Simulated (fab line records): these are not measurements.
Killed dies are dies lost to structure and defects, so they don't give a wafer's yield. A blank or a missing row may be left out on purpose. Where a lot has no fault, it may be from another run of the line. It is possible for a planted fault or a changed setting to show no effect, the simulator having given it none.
Which of the tools did it? / flow sky130 / Sampling: 11 lots, 33 wafers, 4 of 708 route steps

## WHAT EACH GAUGE READ, for each wafer
SKY_VIA1_RS_MEAS_22: uses a four-point probe to measure.
lot=L831; measured=day 33 08:46; on=film_metro-02; VIA1_W_RS (ohm/sq)=0.426 0.427 0.429
lot=L835; measured=day 35 06:32; on=film_metro-01; VIA1_W_RS (ohm/sq)=0.427 0.429 0.425
lot=L837; measured=day 35 23:17; on=film_metro-02; VIA1_W_RS (ohm/sq)=0.428 0.459 0.427
lot=L839; measured=day 36 10:08; on=film_metro-03; VIA1_W_RS (ohm/sq)=0.426 0.465 0.460
lot=L840; measured=day 36 17:16; on=film_metro-02; VIA1_W_RS (ohm/sq)=0.430 0.427 0.464
lot=L843; measured=day 37 08:40; on=film_metro-03; VIA1_W_RS (ohm/sq)=0.422 0.429 0.429
lot=L848; measured=day 39 00:29; on=film_metro-01; VIA1_W_RS (ohm/sq)=0.425 0.429 0.428
lot=L851; measured=day 41 01:25; on=film_metro-03; VIA1_W_RS (ohm/sq)=0.424 0.430 0.431
lot=L849; measured=day 41 02:06; on=film_metro-01; VIA1_W_RS (ohm/sq)=0.429 0.430 0.426
lot=L852; measured=day 41 02:23; on=film_metro-03; VIA1_W_RS (ohm/sq)=0.421 0.423 0.424
lot=L853; measured=day 41 04:55; on=film_metro-03; VIA1_W_RS (ohm/sq)=0.429 0.431 0.430

## WHICH TOOL RAN EACH LOT (tool, then ch and the chambers of the sampled wafers, then the start)
lot=L831; SKY_VIA1_ETCH_15=rie_diel-02 ch 0,3, day 33 07:56; SKY_VIA1_STRIP_16=plasma_asher-03 ch 1, day 33 07:59; SKY_VIA1_CVD_21=cvd_w-01 ch 0,1, day 33 08:40
lot=L835; SKY_VIA1_ETCH_15=rie_diel-03 ch 0,1, day 35 05:44; SKY_VIA1_STRIP_16=plasma_asher-04 ch 0,1, day 35 05:47; SKY_VIA1_CVD_21=cvd_w-02 ch 0,1, day 35 06:26
lot=L837; SKY_VIA1_ETCH_15=rie_diel-02 ch 0,1,2, day 35 22:29; SKY_VIA1_STRIP_16=plasma_asher-01 ch 0,1, day 35 22:32; SKY_VIA1_CVD_21=cvd_w-02 ch 0,1, day 35 23:11
lot=L839; SKY_VIA1_ETCH_15=rie_diel-01 ch 0,1,3, day 36 09:14; SKY_VIA1_STRIP_16=plasma_asher-04 ch 0,1, day 36 09:17; SKY_VIA1_CVD_21=cvd_w-02 ch 0,1, day 36 10:02
lot=L840; SKY_VIA1_ETCH_15=rie_diel-03 ch 0,1,3, day 36 16:26; SKY_VIA1_STRIP_16=plasma_asher-03 ch 0,1, day 36 16:31; SKY_VIA1_CVD_21=cvd_w-02 ch 0,1, day 36 17:10
lot=L843; SKY_VIA1_ETCH_15=rie_diel-01 ch 0,1,3, day 37 07:50; SKY_VIA1_STRIP_16=plasma_asher-03 ch 0,1, day 37 07:53; SKY_VIA1_CVD_21=cvd_w-01 ch 0,1, day 37 08:35
lot=L848; SKY_VIA1_ETCH_15=rie_diel-03 ch 0,3, day 38 23:32; SKY_VIA1_STRIP_16=plasma_asher-04 ch 0,1, day 38 23:37; SKY_VIA1_CVD_21=cvd_w-01 ch 0,1, day 39 00:22
lot=L851; SKY_VIA1_ETCH_15=rie_diel-02 ch 0,1,3, day 41 00:32; SKY_VIA1_STRIP_16=plasma_asher-01 ch 0,1, day 41 00:35; SKY_VIA1_CVD_21=cvd_w-02 ch 0,1, day 41 01:20
lot=L849; SKY_VIA1_ETCH_15=rie_diel-01 ch 1,2, day 41 00:50; SKY_VIA1_STRIP_16=plasma_asher-03 ch 0,1, day 41 00:53; SKY_VIA1_CVD_21=cvd_w-01 ch 0,1, day 41 01:59
lot=L852; SKY_VIA1_ETCH_15=rie_diel-03 ch 0,2,3, day 41 01:26; SKY_VIA1_STRIP_16=plasma_asher-04 ch 0,1, day 41 01:29; SKY_VIA1_CVD_21=cvd_w-02 ch 0,1, day 41 02:18
lot=L853; SKY_VIA1_ETCH_15=rie_diel-03 ch 1,3, day 41 03:41; SKY_VIA1_STRIP_16=plasma_asher-03 ch 0,1, day 41 03:44; SKY_VIA1_CVD_21=cvd_w-02 ch 0, day 41 04:49
- SKY_VIA1_ETCH_15: etches SiO2 in C4F8/O2/Ar, stops on TiN, target depth 351 nm, time 54 s.
- SKY_VIA1_STRIP_16: strips in O2/N2.
- SKY_VIA1_CVD_21: deposits W, target thk 270 nm, time 80.902 s.

## THE ANSWER, worked out from the rows above alone
Rule: the usual values come from the lots themselves. The widest of any qualifying gaps counts: lots, ordered by their means at a reading, are off when they make up no more than a third of the lots, leave a main group of 4 or more, and stand apart from it by 3 or more times the standard deviation of that group's means. A main group is skipped when, at the precision printed for the reading in the tables above, its means are all equal. Also off: a lot with no number at a reading for which 4 or more lots have one. Any other lot the step has rows for is counted as sound.
Off: L837, L839, L840, seen at SKY_VIA1_RS_MEAS_22 (VIA1_W_RS). For the main group the mean is 0.427 ohm/sq and the standard deviation 0.002.
If a tool, at a process step before that reading, ran all the lots that are off and no sound lot after the first of them, it fits. The gauges at SKY_VIA1_RS_MEAS_22 are tried like those tools. Of those tried, none fits.

## WHAT THE SIMULATOR HAD PUT IN
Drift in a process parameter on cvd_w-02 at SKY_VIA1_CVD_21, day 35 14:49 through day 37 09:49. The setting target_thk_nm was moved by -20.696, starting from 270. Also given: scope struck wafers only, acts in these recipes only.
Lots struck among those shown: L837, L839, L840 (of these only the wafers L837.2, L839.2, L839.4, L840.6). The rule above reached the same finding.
